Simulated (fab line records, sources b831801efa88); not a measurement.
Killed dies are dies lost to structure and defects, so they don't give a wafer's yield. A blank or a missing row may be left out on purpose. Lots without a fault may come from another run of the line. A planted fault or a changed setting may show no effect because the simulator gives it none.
Split-lot experiment | flow sfq_line | 5 lots, 23 wafers read, on a route of 325 steps

THE SPLIT
At SFQ_TRILAYER_L0_VIA_BARC_OPEN_VIA_ETCH_021 (etches BARC in O2, target depth 125 nm, time 41.7 s), the setting time_s was moved away from the recipe's 41.7 s on 6 of the 23 wafers read, by -13.8% to +11.2%. The other wafers ran this setting at the recipe's value.

The file shows no step between the split and the reading.

THE READING
KrF_of_TRILAYER_L0_VIA_LITHO_COAT_013.thk_nm (the simulator's own value, which no gauge read), in nm, at SFQ_TRILAYER_L0_VIA_ETCH_VIA_ETCH_016 (etches SiO2 in CHF3, stops on MoNx KI, target depth 80 nm). The file gives no usual value for it. The 17 wafers here that ran the recipe average 560.4 nm, standard deviation 1.7 nm.

wafer  | tool, chamber at the split | time_s as run, s | against the recipe | KrF_of_TRILAYER_L0_VIA_LITHO_COAT_013.thk_nm, nm | against lot-mates on the recipe
L076.1 | rie_diel-01, 3             | 41.7             | recipe             | 561.4                                            | -
L076.2 | rie_diel-01, 2             | 41.7             | recipe             | 560.6                                            | -
L076.3 | rie_diel-01, 1             | 41.7             | recipe             | 560.2                                            | -
L076.4 | rie_diel-01, 0             | 41.7             | recipe             | 560.2                                            | -
L076.6 | rie_diel-01, 0             | 41.7             | recipe             | 560.4                                            | -
L078.1 | rie_diel-01, 0             | 41.7             | recipe             | 559                                              | -
L078.2 | rie_diel-01, 3             | 46.37            | +11.2%             | 553.7                                            | -3.7
L078.4 | rie_diel-01, 2             | 46.37            | +11.2%             | 553.4                                            | -4.0
L078.5 | rie_diel-01, 1             | 41.7             | recipe             | 557.2                                            | -
L078.6 | rie_diel-01, 0             | 41.7             | recipe             | 555.9                                            | -
L079.2 | rie_diel-02, 3             | 41.7             | recipe             | 561.7                                            | -
L079.5 | rie_diel-02, 2             | 41.7             | recipe             | 561.7                                            | -
L079.3 | rie_diel-02, 0             | 41.7             | recipe             | 561.9                                            | -
L080.1 | rie_diel-01, 1             | 41.7             | recipe             | 561.6                                            | -
L080.3 | rie_diel-01, 3             | 41.7             | recipe             | 563.1                                            | -
L080.4 | rie_diel-01, 2             | 41.7             | recipe             | 559.8                                            | -
L080.5 | rie_diel-01, 0             | 35.95            | -13.8%             | 565.3                                            | +3.8
L080.6 | rie_diel-01, 1             | 35.95            | -13.8%             | 566.8                                            | +5.3
L081.1 | rie_diel-02, 2             | 41.7             | recipe             | 561.1                                            | -
L081.2 | rie_diel-02, 1             | 36.95            | -11.4%             | 565.8                                            | +5.0
L081.4 | rie_diel-02, 3             | 41.7             | recipe             | 561.5                                            | -
L081.5 | rie_diel-02, 0             | 36.95            | -11.4%             | 566.5                                            | +5.7
L081.6 | rie_diel-02, 1             | 41.7             | recipe             | 559.8                                            | -

THE FIT
A straight line over all 23 wafers: KrF_of_TRILAYER_L0_VIA_LITHO_COAT_013.thk_nm changes by -0.501 nm for each +1% of time_s; r = -0.89; the points scatter about the line by 1.6 nm.
The same after taking each lot's own level away (the mean of its wafers on the recipe; 23 wafers): -0.371 nm for each +1%; r = -0.93; scatter 0.91 nm.
On that fit, the largest move of time_s shifts the reading by 5.1 nm.
The lots' own levels span 557.37 to 561.77 nm, that is 2.6 times the standard deviation above.
So the lot-to-lot level changes the slope: the two fits differ.
Check: with one of the wafers moved furthest among these (-13.8%) left out of the fit, the line predicts +5.61 nm for it against its lot-mates. It came out at +3.8 nm against them.

OTHER SPLITS ON THESE WAFERS
These wafers also went through other splits before the reading. Each is held against what the fit with the lots' levels taken away leaves over:
other split on the same wafers                 | wafers away from the commonest value | r with KrF_of_TRILAYER_L0_VIA_LITHO_COAT_013.thk_nm (lot level and that fit taken away)
SFQ_TRILAYER_INCOMING_OXIDATION_002 ox_time_s  | 15                                   | +0.07
SFQ_TRILAYER_L0_LITHO_PEB_008 peb_time_s       | 9                                    | -0.02
SFQ_TRILAYER_L0_BARC_OPEN_METAL_ETCH_010 icp_w | 6                                    | -0.17
SFQ_TRILAYER_L0_VIA_LITHO_PEB_016 peb_temp_c   | 7                                    | +0.35

THE WHOLE CHAIN: every reading that the file lists as answering this split, in the file's order
step                                       | what it does                                              | reading                                                                                       | change (the file's fit)               | r (the file's)
SFQ_TRILAYER_L0_VIA_BARC_OPEN_VIA_ETCH_021 | etches BARC in O2, target depth 125 nm, time 41.7 s       | KrF_of_TRILAYER_L0_VIA_LITHO_COAT_013.thk_nm (the simulator's own value, which no gauge read) | -0.385 nm for each +1% of the setting | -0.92
SFQ_TRILAYER_L0_VIA_ETCH_VIA_ETCH_016      | etches SiO2 in CHF3, stops on MoNx KI, target depth 80 nm | KrF_of_TRILAYER_L0_VIA_LITHO_COAT_013.thk_nm (the simulator's own value, which no gauge read) | -0.375 nm for each +1% of the setting | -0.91

THE FILE'S OWN FIT
KrF_of_TRILAYER_L0_VIA_LITHO_COAT_013.thk_nm changes by -0.375 nm for each +1% of time_s, r = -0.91.
